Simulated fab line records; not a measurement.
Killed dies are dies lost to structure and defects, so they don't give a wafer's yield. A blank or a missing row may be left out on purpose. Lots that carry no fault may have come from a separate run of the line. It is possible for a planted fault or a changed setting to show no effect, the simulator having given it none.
Commonality check across tools :: flow gf180mcu :: Sampled: 12 lots, 36 wafers

WHY THIS WAS OPENED
At GF_TOP_METAL_CD_MEAS_14 the reading cdNm is flagged on 2 of 12 lots. No-fault wafers: 439.9 nm, standard deviation 2.4.
Rule: a lot is flagged when every wafer of it that has a number lies more than 4 standard deviations from that mean, or none has a number. All remaining lots are regarded as sound.

lot: L686
measured: day 28 05:31
on: cdSem-02
cdNm (nm), wafer by wafer: 440.0 440.1 441.5
flag: 

lot: L687
measured: day 28 18:55
on: cdSem-01
cdNm (nm), wafer by wafer: 439.2 441.6 443.4
flag: 

lot: L690
measured: day 29 05:56
on: cdSem-02
cdNm (nm), wafer by wafer: 439.4 438.2 439.5
flag: 

lot: L691
measured: day 29 16:39
on: cdSem-01
cdNm (nm), wafer by wafer: 438.7 437.7 437.7
flag: 

lot: L694
measured: day 30 11:06
on: cdSem-01
cdNm (nm), wafer by wafer: 439.9 438.5 438.5
flag: 

lot: L695
measured: day 30 18:55
on: cdSem-01
cdNm (nm), wafer by wafer: 532.8 532.7 531.4
flag: FLAGGED

lot: L696
measured: day 31 08:40
on: cdSem-02
cdNm (nm), wafer by wafer: 512.2 511.6 511.7
flag: FLAGGED

lot: L704
measured: day 33 04:35
on: cdSem-02
cdNm (nm), wafer by wafer: 439.3 439.4 439.0
flag: 

lot: L705
measured: day 33 10:25
on: cdSem-01
cdNm (nm), wafer by wafer: 437.2 437.6 438.9
flag: 

lot: L707
measured: day 33 17:26
on: cdSem-01
cdNm (nm), wafer by wafer: 440.8 440.2 441.9
flag: 

lot: L708
measured: day 34 00:14
on: cdSem-01
cdNm (nm), wafer by wafer: 435.6 439.3 436.9
flag: 

lot: L709
measured: day 34 06:19
on: cdSem-01
cdNm (nm), wafer by wafer: 439.4 438.2 439.8
flag: 
The numbers of the flagged lots are 522.1 nm on average: +82.2 nm against the usual, or +34 standard deviations.

WHICH TOOL EACH LOT WENT THROUGH
Before the reading, the record contains 3 process steps out of a 602-step route. Every cell lists first the tool, next ch and the chambers used by the sampled wafers, and last the start.
lot: L686
flag: 
GF_V5_CMP_04: cmp-01 ch 0,1,3, day 26 11:25
GF_V5_STRIP_18: plasmaAsher-03 ch 0,1, day 27 08:08
GF_TOP_METAL_EXPOSE_11: ilineStepper-02 ch 0, day 27 20:11

lot: L687
flag: 
GF_V5_CMP_04: cmp-02 ch 0,1,2, day 27 00:22
GF_V5_STRIP_18: plasmaAsher-04 ch 0,1, day 27 21:22
GF_TOP_METAL_EXPOSE_11: ilineStepper-02 ch 0, day 28 08:49

lot: L690
flag: 
GF_V5_CMP_04: cmp-02 ch 1,3, day 27 14:08
GF_V5_STRIP_18: plasmaAsher-02 ch 0,1, day 28 10:22
GF_TOP_METAL_EXPOSE_11: ilineStepper-02 ch 0, day 28 21:17

lot: L691
flag: 
GF_V5_CMP_04: cmp-02 ch 0,2,3, day 27 23:38
GF_V5_STRIP_18: plasmaAsher-03 ch 0,1, day 28 20:12
GF_TOP_METAL_EXPOSE_11: ilineStepper-01 ch 0, day 29 07:31

lot: L694
flag: 
GF_V5_CMP_04: cmp-02 ch 0,1,2, day 28 19:03
GF_V5_STRIP_18: plasmaAsher-03 ch 0,1, day 29 14:24
GF_TOP_METAL_EXPOSE_11: ilineStepper-01 ch 0, day 30 01:24

lot: L695
flag: FLAGGED
GF_V5_CMP_04: cmp-01 ch 0,2,3, day 29 03:52
GF_V5_STRIP_18: plasmaAsher-04 ch 0,1, day 29 23:22
GF_TOP_METAL_EXPOSE_11: ilineStepper-02 ch 0, day 30 10:46

lot: L696
flag: FLAGGED
GF_V5_CMP_04: cmp-01 ch 1,2,3, day 29 18:25
GF_V5_STRIP_18: plasmaAsher-04 ch 0,1, day 30 13:25
GF_TOP_METAL_EXPOSE_11: ilineStepper-02 ch 0, day 30 23:40

lot: L704
flag: 
GF_V5_CMP_04: cmp-01 ch 0,1,2, day 31 18:23
GF_V5_STRIP_18: plasmaAsher-03 ch 0,1, day 32 11:27
GF_TOP_METAL_EXPOSE_11: ilineStepper-01 ch 0, day 32 21:05

lot: L705
flag: 
GF_V5_CMP_04: cmp-02 ch 0,1,3, day 32 00:53
GF_V5_STRIP_18: plasmaAsher-03 ch 0,1, day 32 17:17
GF_TOP_METAL_EXPOSE_11: ilineStepper-01 ch 0, day 33 02:47

lot: L707
flag: 
GF_V5_CMP_04: cmp-02 ch 0,3, day 32 07:41
GF_V5_STRIP_18: plasmaAsher-04 ch 0,1, day 33 00:32
GF_TOP_METAL_EXPOSE_11: ilineStepper-01 ch 0, day 33 09:58

lot: L708
flag: 
GF_V5_CMP_04: cmp-01 ch 0,1,3, day 32 14:50
GF_V5_STRIP_18: plasmaAsher-04 ch 1, day 33 07:23
GF_TOP_METAL_EXPOSE_11: ilineStepper-01 ch 0, day 33 17:06

lot: L709
flag: 
GF_V5_CMP_04: cmp-02 ch 0,1,2, day 32 21:16
GF_V5_STRIP_18: plasmaAsher-04 ch 0,1, day 33 13:35
GF_TOP_METAL_EXPOSE_11: ilineStepper-01 ch 0, day 33 22:31
What the steps here do:
- GF_V5_CMP_04: polishes SiO2.
- GF_V5_STRIP_18: strips in O2/N2.
- GF_TOP_METAL_EXPOSE_11: exposes mask MetalTop, target cd 440 nm.
- GF_TOP_METAL_CD_MEAS_14: target cd 440 nm.

FLAGGED AGAINST TOTAL, ONE TOOL AT A TIME (gauges that did the reading follow at the end)
step: GF_V5_CMP_04
tool: cmp-01
lots run: 5
flagged: 2
share of the flagged lots: all
sound lots run after its first flagged lot: 2 (L704,L708)

step: GF_V5_CMP_04
tool: cmp-02
lots run: 7
flagged: 0
share of the flagged lots: none
sound lots run after its first flagged lot: -

step: GF_V5_STRIP_18
tool: plasmaAsher-02
lots run: 1
flagged: 0
share of the flagged lots: none
sound lots run after its first flagged lot: -

step: GF_V5_STRIP_18
tool: plasmaAsher-03
lots run: 5
flagged: 0
share of the flagged lots: none
sound lots run after its first flagged lot: -

step: GF_V5_STRIP_18
tool: plasmaAsher-04
lots run: 6
flagged: 2
share of the flagged lots: all
sound lots run after its first flagged lot: 3 (L707,L708,L709)

step: GF_TOP_METAL_EXPOSE_11
tool: ilineStepper-01
lots run: 7
flagged: 0
share of the flagged lots: none
sound lots run after its first flagged lot: -

step: GF_TOP_METAL_EXPOSE_11
tool: ilineStepper-02
lots run: 5
flagged: 2
share of the flagged lots: all
sound lots run after its first flagged lot: 0

step: GF_TOP_METAL_CD_MEAS_14
tool: cdSem-01
lots run: 8
flagged: 1
share of the flagged lots: some
sound lots run after its first flagged lot: 4 (L705,L707,L708,L709)

step: GF_TOP_METAL_CD_MEAS_14
tool: cdSem-02
lots run: 4
flagged: 1
share of the flagged lots: some
sound lots run after its first flagged lot: 1 (L704)

WHAT THE TABLE ALLOWS
Every flagged lot was run by 3 rows of the table: cmp-01 at GF_V5_CMP_04, plasmaAsher-04 at GF_V5_STRIP_18 and ilineStepper-02 at GF_TOP_METAL_EXPOSE_11.
- cmp-01 at GF_V5_CMP_04 ran 5 lots, 2 of them flagged. After the first flagged lot (L704, L708), sound lots still ran on it; a lasting fault on the whole tool would not permit that.
- plasmaAsher-04 at GF_V5_STRIP_18 ran 6 lots, 2 of them flagged. After the first flagged lot (L707, L708, L709), sound lots still ran on it; a lasting fault on the whole tool would not permit that.
- ilineStepper-02 at GF_TOP_METAL_EXPOSE_11 ran 5 lots, 2 of them flagged. It ran its last sound lot, L690, at day 28 21:17 and its first flagged lot, L695, at day 30 10:46: a fault with its onset between the two fits. Its own readings (exposureDoseMJCm2) fall more than 4 standard deviations out on all wafers of the flagged lots.
Just one tool remains: ilineStepper-02 at GF_TOP_METAL_EXPOSE_11.

WHAT WAS PUT IN BY THE SIMULATOR
Process parameter drift: ilineStepper-02, from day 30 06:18 on, at GF_TOP_METAL_EXPOSE_11. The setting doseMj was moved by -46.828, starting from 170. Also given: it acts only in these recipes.
Shown lots that were struck: L695, L696. Same finding as the rule above.
